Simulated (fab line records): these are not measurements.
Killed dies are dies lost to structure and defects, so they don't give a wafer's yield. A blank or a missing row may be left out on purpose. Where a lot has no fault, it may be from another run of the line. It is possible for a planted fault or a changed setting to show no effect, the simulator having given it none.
fab line records    flow gf180mcu    part 2 of 2: steps 30 to 39 of 39
record lots=5  wafers=15  lastDay=32
route steps=602 shown SAB@271 SALICIDE@278 CONTACT@287
lots that met no fault: taken from a fault-free run of the same line
startH: the number of hours between the record's first day and the start of the first shown wafer of the lot    waitH: hours since the lot's step before    " identical to the entry in the row above    L1.1+2: one row covering several wafers at once    - no value, or no start given    * or withheld: withheld    < > ~ a bound
route shown NAME@n: a module of which the file shows steps, and the number in the route of the first    usual: mean/standard deviation of fault-free wafers    same: alike in all rows    chamber/n: place in a boat    sites: each site's reading    _std_site: the values' standard deviation    _edge_site: outer sites' mean less inner sites'    radiusMm: for every site, how far away it sits from the centre of the wafer    mask NAME#n: copy n    behind: the most recent tool/chamber to have shaped the wafer    hold: the reason the lot was held/the length of the hold in hours/how it ended    device: which transistor (n, p or np) failed to switch    end of line: the tests these same wafers got at the end of their route    step lacking rows: just its recipe    killed: at the first sort, the dies lost to defects and structure; wafer yield is something else    map: shows each die of a wafer: x if killed, . if not, _ if none is there
set.NAME: the setting as run; set.NAME@STEP: as run at that earlier step    model.NAME: the simulator's own value behind a step, which no gauge read
lots at selected steps of the route; one table per step, one row per wafer
services: the hour from which a tool's chamber was out of use, counted from the record's first day as startH (under 0 if before that day), plus the number of hours and why
## steps
# step GF_CONTACT_DEVELOP_13
# recipe developTimeS=60  resist=KrF  devTempC=21
lot.wafer   tool           chamber  startH  waitH
L074.3+4+6  lithoTrack-02  0        362.41  0.1
L077.1+2+4  lithoTrack-01  0        387.19  0.2
L078.2+3+4  lithoTrack-02  0        399.64  0.2
L082.1+2+5  lithoTrack-04  0        433.91  0.2
L087.1+3+6  lithoTrack-01  0        479.19  0.2
# step GF_CONTACT_CD_MEAS_14
# recipe targetCdNm=220
# usual cdNm=219.9/1.5
lot.wafer  tool      chamber  startH  waitH  cdNm
L074.3     cdSem-01  -        362.55  0.1    221.2
L074.4     "         -        "       "      219.4
L074.6     "         -        "       "      222.9
L077.1     cdSem-01  -        387.34  0.1    221.2
L077.2     "         -        "       "      220.3
L077.4     "         -        "       "      220.9
L078.2     cdSem-02  -        399.78  0.1    220.2
L078.3     "         -        "       "      219.1
L078.4     "         -        "       "      218.5
L082.1     cdSem-01  -        434.06  0.1    218.8
L082.2     "         -        "       "      219.7
L082.5     "         -        "       "      219.4
L087.1     cdSem-02  -        479.34  0.1    221.8
L087.3     "         -        "       "      222.6
L087.6     "         -        "       "      222.9
# step GF_CONTACT_OVL_MEAS_15
# usual CONTACT_OVL=4/6.1
lot.wafer  tool        chamber  startH  waitH  CONTACT_OVL[nm]
L074.3     overlay-02  -        362.64  0.1    -9
L074.4     "           -        "       "      1
L074.6     "           -        "       "      9
L077.1     overlay-01  -        387.46  0.1    0
L077.2     "           -        "       "      12
L077.4     "           -        "       "      9
L078.2     overlay-01  -        399.89  0.1    8
L078.3     "           -        "       "      4
L078.4     "           -        "       "      7
L082.1     overlay-01  -        434.18  0.1    -9
L082.2     "           -        "       "      -8
L082.5     "           -        "       "      -8
L087.1     overlay-01  -        479.46  0.1    13
L087.3     "           -        "       "      8
L087.6     "           -        "       "      5
# step GF_CONTACT_ETCH_16
# recipe chemistry=N2/H2  targetDepthA=withheld  overetchA=withheld  timeS=withheld  target=BARC  ionEnergyEv=200  sourceW=500  biasW=100  pressureMtorr=30  n2FlowSccm=100  h2FlowSccm=200
# usual biasW=100.0/0.32  drypumpMotorCurrentA=5.9/0.44  oesProductAu=0.855/0.0048  throttleValvePct=13.225/0.0092
lot.wafer  tool        chamber  startH  waitH  biasW  drypumpMotorCurrentA  oesProductAu  throttleValvePct
L074.3     rieDiel-04  1        362.67  0.0    100.0  6.5                   0.841         13.231
L074.4     "           0        "       "      100.1  6.5                   0.847         13.214
L074.6     "           3        "       "      99.7   6.2                   0.853         13.233
L077.1     rieDiel-04  1        387.49  0.0    100.2  6.5                   0.861         13.214
L077.2     "           2        "       "      100.5  6.5                   0.860         13.231
L077.4     "           0        "       "      100.0  6.4                   0.849         13.224
L078.2     rieDiel-03  3        399.92  0.0    99.5   5.4                   0.851         13.219
L078.3     "           2        "       "      100.1  6.0                   0.853         13.227
L078.4     "           0        "       "      100.0  6.1                   0.852         13.235
L082.1     rieDiel-04  0        434.21  0.0    99.9   6.5                   0.858         13.235
L082.2     "           2        "       "      100.3  6.5                   0.864         13.221
L082.5     "           1        "       "      100.3  6.5                   0.853         13.221
L087.1     rieDiel-01  1        479.49  0.0    100.3  5.8                   0.855         13.234
L087.3     "           3        "       "      100.3  5.7                   0.851         13.215
L087.6     "           0        "       "      100.1  5.0                   0.853         13.221
# step GF_CONTACT_ETCH_17
# recipe chemistry=C4F8/O2/Ar  maskMaterial=KrF  target=SiO2  stopOn=CoSi2  sourceW=1500  biasW=1200  pressureMtorr=40  c4f8FlowSccm=withheld  O2_flow_sccm=6  Ar_flow_sccm=300  timeS=withheld  targetDepthA=8600
# usual biasW=1200/3.9  oesProductAu=0.815/0.005
lot.wafer  tool        chamber  startH  waitH  biasW  oesProductAu
L074.3     rieDiel-04  1        -       -      1200   0.809
L074.4     "           0        "       "      1203   0.809
L074.6     "           3        "       "      1199   0.822
L077.1     rieDiel-04  1        -       -      1201   0.821
L077.2     "           2        "       "      1199   0.823
L077.4     "           0        "       "      1202   0.813
L078.2     rieDiel-03  3        -       -      1201   0.812
L078.3     "           2        "       "      1200   0.820
L078.4     "           0        "       "      1203   0.823
L082.1     rieDiel-04  0        -       -      1204   0.812
L082.2     "           2        "       "      1199   0.812
L082.5     "           1        "       "      1201   0.811
L087.1     rieDiel-01  1        -       -      1199   0.812
L087.3     "           3        "       "      1196   0.827
L087.6     "           0        "       "      1200   0.804
# step GF_CONTACT_STRIP_18
# recipe chemistry=O2/N2  powerW=1400  pressureMtorr=1500  platenTempC=250  o2FlowSccm=3000  n2FlowSccm=300  overashFraction=0.5
# usual drypumpMotorCurrentA=5.57/0.25  heaterPowerW=351/28  oesProductAu=0.580/0.0051
lot.wafer  tool            chamber  startH  waitH  drypumpMotorCurrentA  heaterPowerW  oesProductAu  rfHoursCounterH
L074.3     plasmaAsher-01  1        362.86  -      5.52                  369           0.582         -
L074.4     "               0        "       "      5.85                  390           0.580         -
L074.6     "               1        "       "      5.52                  375           0.586         -
L077.1     plasmaAsher-04  1        387.66  -      5.77                  325           0.572         79
L077.2     "               0        "       "      5.35                  338           0.580         79
L077.4     "               0        "       "      5.35                  326           0.580         -
L078.2     plasmaAsher-04  1        400.08  -      5.77                  321           0.579         80
L078.3     "               0        "       "      5.36                  325           0.572         -
L078.4     "               1        "       "      5.78                  324           0.575         -
L082.1     plasmaAsher-01  1        434.38  -      5.52                  373           0.589         81
L082.2     "               0        "       "      5.85                  393           0.583         81
L082.5     "               1        "       "      5.52                  361           0.587         -
L087.1     plasmaAsher-01  0        479.66  -      5.90                  390           0.585         87
L087.3     "               0        "       "      5.87                  385           0.575         -
L087.6     "               0        "       "      5.89                  384           0.578         -
# step GF_CONTACT_CLEAN_19
# recipe chemistry=SPM
lot.wafer   tool         chamber  startH  waitH
L074.3+4+6  wetBench-03  3        362.93  0.0
L077.1+2+4  wetBench-01  1        387.76  0.1
L078.2+3+4  wetBench-02  0        400.18  0.1
L082.1+2+5  wetBench-01  0        434.48  0.1
L087.1+3+6  wetBench-03  0        479.76  0.1
# step GF_CONTACT_CLEAN_20
# recipe chemistry=DIW
lot.wafer   tool         chamber  startH  waitH
L074.3+4+6  wetBench-01  1        363.03  0.0
L077.1+2+4  wetBench-03  3        387.85  0.0
L078.2+3+4  wetBench-01  1        400.27  0.0
L082.1+2+5  wetBench-02  3        434.57  0.0
L087.1+3+6  wetBench-02  0        479.86  0.0
# step GF_CONTACT_CLEAN_21
# recipe chemistry=dHF  timeS=20  dilution=100:1  dry=ipaMarangoni
lot.wafer   tool         chamber  startH  waitH
L074.3+4+6  wetBench-02  1        363.12  0.0
L077.1+2+4  wetBench-02  2        387.94  0.0
L078.2+3+4  wetBench-03  0        400.36  0.0
L082.1+2+5  wetBench-03  2        434.66  0.0
L087.1+3+6  wetBench-03  2        479.95  0.0
# step GF_CONTACT_SPUTTER_22
# recipe material=Ti  targetThkNm=15  chamberPressurePa=5  powerW=2500  substrateTempC=200  timeS=80.02
# usual cathodeDcPowerW=2500.0/0.43  throttleValvePct=29.8/1
lot.wafer  tool           chamber  startH  waitH  cathodeDcPowerW  throttleValvePct
L074.3     pvdSputter-04  -        363.14  0.0    2500.2           29.2
L074.4     "              -        "       "      2500.3           30.9
L074.6     "              -        "       "      2500.4           29.5
L077.1     pvdSputter-02  -        387.96  0.0    2499.9           29.7
L077.2     "              -        "       "      2499.8           31.2
L077.4     "              -        "       "      2500.0           29.5
L078.2     pvdSputter-02  -        400.38  0.0    2499.8           30.4
L078.3     "              -        "       "      2499.7           29.5
L078.4     "              -        "       "      2499.6           31.4
L082.1     pvdSputter-02  -        434.68  0.0    2500.7           29.5
L082.2     "              -        "       "      2499.6           31.4
L082.5     "              -        "       "      2500.0           31.5
L087.1     pvdSputter-01  -        479.96  0.0    2499.8           30.2
L087.3     "              -        "       "      2500.7           28.8
L087.6     "              -        "       "      2500.8           28.7
## services
tool           chamber  startH  hours  kind
wetBench-04    -        321.98  1.9    pm
cmp-01         -        326.31  1.0    repair
krfScanner-01  -        329.99  1.3    pm
hdpcvd-02      -        349.36  6.0    pm
rieDiel-03     2        353.07  6.8    repair
rieDiel-04     -        371.28  2.8    pm
rieDiel-03     0        380.74  5.3    repair
rtpAnneal-02   -        385.97  5.1    pm
krfScanner-01  -        386.55  1.0    pm
pvdSputter-03  -        393.39  8.6    repair
pvdSputter-01  -        401.74  0.9    repair
pvdSputter-03  -        402.74  4.4    repair
cmp-02         -        406.22  4.0    pm
pvdSputter-02  -        420.35  2.8    repair
cmp-02         -        427.36  0.7    repair
wetBench-04    -        435.38  0.7    repair
krfScanner-01  -        437.29  3.7    repair
krfScanner-01  -        441.34  29.0   repair
cmp-02         -        442.30  3.8    repair
rieDiel-03     -        450.81  15.6   pm
krfScanner-01  -        461.56  0.8    repair
krfScanner-01  -        470.36  3.6    pm
krfScanner-01  -        473.92  0.8    pm
pvdSputter-02  -        477.57  0.7    repair
